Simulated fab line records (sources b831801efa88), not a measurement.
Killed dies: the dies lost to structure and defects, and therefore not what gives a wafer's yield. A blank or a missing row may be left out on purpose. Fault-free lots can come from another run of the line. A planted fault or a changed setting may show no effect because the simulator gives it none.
A struck lot beside a sound one || flow sky130 || 27 out of 708 route steps
Sound: wafers L625.3, L625.4, L625.6. Struck: wafers L636.1, L636.3, L636.5. At the end, the cause is stated.
At each step with rows: each side's tool, then ch and its chambers, then its first start. Under that, the readings that differ: sound wafers || struck wafers || difference of the means || sigmas: that difference in standard deviations of wafers without a fault.
alike: words and numbers the same on both sides, and readings whose means are apart by under 2 such deviations; not compared: readings that were withheld, readings missing a value for some wafer, numbers with overlapping values and no deviation given by the record, and bounds like >300 which may hide the same value.
Wherever a step has rows on one side only, a row that says differs or no value, or a row with sigmas, the two part there. Non-overlapping numbers with no deviation appear without sigmas and do not part them. A reading that every wafer of one side lacks parts them only if that side has two wafers or more.

first, 5 steps without rows for these wafers: SKY_GATE_OXIDE_COAT_05 (resist thk 1140 nm); SKY_GATE_OXIDE_SOFTBAKE_06 (time 60 s); SKY_GATE_OXIDE_EXPOSE_07 (exposes mask LVOM, target cd 600 nm); SKY_GATE_OXIDE_PEB_08; SKY_GATE_OXIDE_DEVELOP_09 (develop time 60 s).
SKY_GATE_OXIDE_OVL_MEAS_10:
  struck on overlay-02, day 18 15:11; sound on overlay-02, day 14 09:20
  alike: GATE_OXIDE_OVL
then, 2 steps without rows for these wafers: SKY_GATE_OXIDE_IMPLANT_11; SKY_GATE_OXIDE_WET_ETCH_12 (etches SiO2 in dHF, target depth 16.8 nm, time 336 s).
SKY_GATE_OXIDE_STRIP_13: strips in O2/N2.
  sound on plasma-asher-02 ch 0,1, day 14 09:38; struck on plasma-asher-03 ch 0,1, day 18 15:28
  alike: drypump-motor-current-A, oes-product-au, strip-time-to-endpoint-s
  not compared: rf-hours-counter-h
SKY_GATE_OXIDE_TW_MEAS_14:
  struck on film-metro-02, day 18 15:34; sound on film-metro-01, day 14 09:44
  alike: GATE_OXIDE_TW
then, 2 steps without rows for these wafers: SKY_GATE_OXIDE_CLEAN_15 (cleans in SC1/SC2, time 150 s); SKY_GATE_OXIDE_OXIDATION_16 (stabilise 600 s, purge 300 s, target thk 3.57 nm).
SKY_POLY_GATE_CVD_00: deposits poly-Si, target thk 180 nm, time 720 s.
  sound on lpcvd-01 ch 1, day 14 13:19; struck on lpcvd-01 ch 1, day 18 17:21
{"reading": "model.poly-Si_of_POLY_GATE_CVD_00.thk-nm (nm)", "sound": "180.3 181.9 181.9", "struck": "234.6 235.2 234.8", "difference": "+53.5", "sigmas": ""}
  alike: susceptor-temp-C, zone-power-centre-pct, zone-power-upper-pct
SKY_POLY_GATE_THK_MEAS_01:
  struck on film-metro-03, day 18 18:33; sound on film-metro-03, day 14 14:32
{"reading": "POLY_GATE_CVD_00_THK (nm)", "sound": "180.4 181.9 181.7", "struck": "234.8 235.1 234.7", "difference": "+53.5", "sigmas": "+31"}
then, 8 steps without rows for these wafers: SKY_RES_PROTECT_DEHYDRATE_00 (time 60 s); SKY_RES_PROTECT_HMDS_01 (prime time 60 s); SKY_RES_PROTECT_COAT_02 (resist thk 1140 nm); SKY_RES_PROTECT_SOFTBAKE_03 (time 60 s); SKY_RES_PROTECT_EXPOSE_04 (exposes mask RPM, target cd 1270 nm); SKY_RES_PROTECT_PEB_05; SKY_RES_PROTECT_DEVELOP_06 (develop time 60 s); SKY_POLY_GATE_IMPLANT_02.
SKY_RES_PROTECT_STRIP_07: strips in O2/N2.
  sound on plasma-asher-02 ch 0,1, day 15 17:28; struck on plasma-asher-03 ch 0,1, day 20 01:24
  alike: drypump-motor-current-A, oes-product-au, strip-time-to-endpoint-s
  not compared: rf-hours-counter-h
SKY_RES_PROTECT_TW_MEAS_08:
  struck on film-metro-01, day 20 01:30; sound on film-metro-02, day 15 17:37
  alike: POLY_GATE_TW
SKY_RES_PROTECT_CLEAN_09: cleans in SC1/SC2, time 150 s.
  sound on wet-bench-04 ch 1, day 15 17:40; struck on wet-bench-03 ch 1, day 20 01:34
{"reading": "temp-c (C)", "sound": "70.11 69.79 69.74", "struck": "70.30 70.04 70.13", "difference": "+0.28", "sigmas": "+2"}
{"reading": "model.poly-Si_of_POLY_GATE_CVD_00.thk-nm (nm)", "sound": "179.7 181.2 181.3", "struck": "234 234.6 234.2", "difference": "+54", "sigmas": ""}
then, 1 step without rows for these wafers: SKY_POLY_GATE_CVD_03 (deposits Si3N4 from DCS/NH3, target thk 75 nm, time 1290 s).
-- here the record skips 29 days between the struck wafers' starts before and after, leaving off in module POLY_GATE and picking up in module PAD_OPEN (first step shown: number 708 of the route) --
SKY_PAD_OPEN_PROBE_99:
  struck on prober-02, day 49 02:53; sound on prober-01, day 46 09:59
{"reading": "model.etest.res-xhigh-po.line-ohm-um", "sound": "5628 5476 5729", "struck": "6366 6367 6585", "difference": "+828", "sigmas": ""}
{"reading": "model.etest.res-xhigh-po.rs-ohm-sq", "sound": "2010 1907 2017", "struck": "2235 2264 2294", "difference": "+286", "sigmas": ""}
{"reading": "model.etest.tip-sonos.rs-ohm-sq", "sound": "2516 2532 2582", "struck": "2818 2848 2843", "difference": "+293", "sigmas": ""}
{"reading": "model.etest.res-high-po.line-ohm-um", "sound": "752.5 711.4 733.2", "struck": "644.5 641.2 644.5", "difference": -89.0, "sigmas": ""}
{"reading": "model.etest.res-poly.line-ohm-um", "sound": "490.5 490.1 496.7", "struck": "440.4 429.6 432.7", "difference": -58.2, "sigmas": ""}
{"reading": "model.etest.licon-high-po.rc-ohm", "sound": "334.7 330.7 329.6", "struck": "403.5 411.5 404.1", "difference": "+74.7", "sigmas": ""}
{"reading": "model.etest.res-high-po.rs-ohm-sq", "sound": "256.9 248.6 257.5", "struck": "227.3 228.1 229.2", "difference": -26.1, "sigmas": ""}
{"reading": "model.etest.licon-poly.rc-ohm", "sound": "147.5 142.9 154.4", "struck": "170 174.8 169.8", "difference": "+23", "sigmas": ""}

## WHERE THEY PART
Earliest at SKY_POLY_GATE_THK_MEAS_01; latest, in this record, at SKY_RES_PROTECT_CLEAN_09.

WHY: what had been put in by the simulator
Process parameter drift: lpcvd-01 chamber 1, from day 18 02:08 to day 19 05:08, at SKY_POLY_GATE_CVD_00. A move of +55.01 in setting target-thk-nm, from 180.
